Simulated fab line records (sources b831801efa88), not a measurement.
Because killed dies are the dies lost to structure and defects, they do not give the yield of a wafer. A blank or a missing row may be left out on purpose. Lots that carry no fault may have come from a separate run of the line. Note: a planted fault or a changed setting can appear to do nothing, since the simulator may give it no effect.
Comparing a struck lot with a sound one ; flow sky130 ; 15 out of 708 route steps
Sound: these wafers, L709.1, L709.3, L709.6. Struck: wafer L696.2. (L696.6 of the same lot was not struck and is left out.) The cause comes at the end.
Each step with rows lists, per side, the tool, then ch with its chambers, then its first start. Under that, the readings that differ: sound wafers ; struck wafers ; difference of the means ; sigmas: that difference in standard deviations of wafers without a fault.
alike: readings with means less than 2 such deviations apart, plus words and numbers identical on both sides. not compared: withheld readings, readings lacking a value on some wafer, bounds such as >300 that could conceal the same value, and numbers that have no deviation in the record and whose values overlap.
A row with sigmas, a row that says differs or no value, or rows on one side alone: a step with any of these is where the two part. Numbers that have no deviation but don't overlap get no sigmas and don't part them. Lack of a reading on every wafer of one side parts them only where that side has two or more wafers.

first, 2 steps without rows for these wafers: SKY_VT_ADJUST_PCH_PEB_05; SKY_VT_ADJUST_PCH_DEVELOP_06 (develop time 60 s).
SKY_VT_ADJUST_PCH_OVL_MEAS_07:
  sound on overlay-01, day 16 07:15; struck on overlay-01, day 11 21:18
  alike: VT_ADJUST_PCH_OVL
after that, 1 step had no rows for these wafers: SKY_VT_ADJUST_PCH_IMPLANT_08.
SKY_VT_ADJUST_PCH_STRIP_09: strips in O2/N2.
  sound on plasmaAsher-01 ch 0,1, day 16 07:26; struck on plasmaAsher-02 ch 1, day 11 21:29
reading;sound;struck;difference;sigmas
oesProductAu (a.u.);0.718 0.720 0.715;0.727;+0.009;+2
  alike: drypumpMotorCurrentA, stripTimeToEndpointS
  not compared: rfHoursCounterH
SKY_VT_ADJUST_PCH_TW_MEAS_10:
  sound on filmMetro-04, day 16 07:32; struck on filmMetro-04, day 11 21:35
  alike: VT_ADJUST_PCH_TW
then, 6 steps without rows for these wafers: SKY_SONOS_TUNNEL_DEHYDRATE_00 (time 60 s); SKY_SONOS_TUNNEL_HMDS_01 (prime time 60 s); SKY_SONOS_TUNNEL_COAT_02 (resist thk 1140 nm); SKY_SONOS_TUNNEL_SOFTBAKE_03 (time 60 s); SKY_SONOS_TUNNEL_EXPOSE_04 (exposes mask TUNM, target cd 410 nm); SKY_SONOS_TUNNEL_PEB_05.
SKY_SONOS_TUNNEL_DEVELOP_06: develop time 60 s.
  sound on lithoTrack-02 ch 0, day 17 12:40; struck on lithoTrack-04 ch 0, day 12 21:34
  alike: exhaustPa
SKY_SONOS_TUNNEL_CD_MEAS_07: the cd target is 410 nm.
  sound on cdSem-02, day 17 12:49; struck on cdSem-01, day 12 21:43
reading;sound;struck;difference;sigmas
cdNm (nm);414.2 412.1 414.2;396.4;-17.1;-7
SKY_SONOS_TUNNEL_OVL_MEAS_08:
  sound on overlay-01, day 17 12:56; struck on overlay-01, day 12 21:49
  alike: SONOS_TUNNEL_OVL

== WHERE THEY PART ==
Last at SKY_SONOS_TUNNEL_CD_MEAS_07 as far as this record goes, first at SKY_VT_ADJUST_PCH_STRIP_09. Later steps at which nothing parts them and some readings are alike: SKY_SONOS_TUNNEL_OVL_MEAS_08.

WHY: what had been put in by the simulator
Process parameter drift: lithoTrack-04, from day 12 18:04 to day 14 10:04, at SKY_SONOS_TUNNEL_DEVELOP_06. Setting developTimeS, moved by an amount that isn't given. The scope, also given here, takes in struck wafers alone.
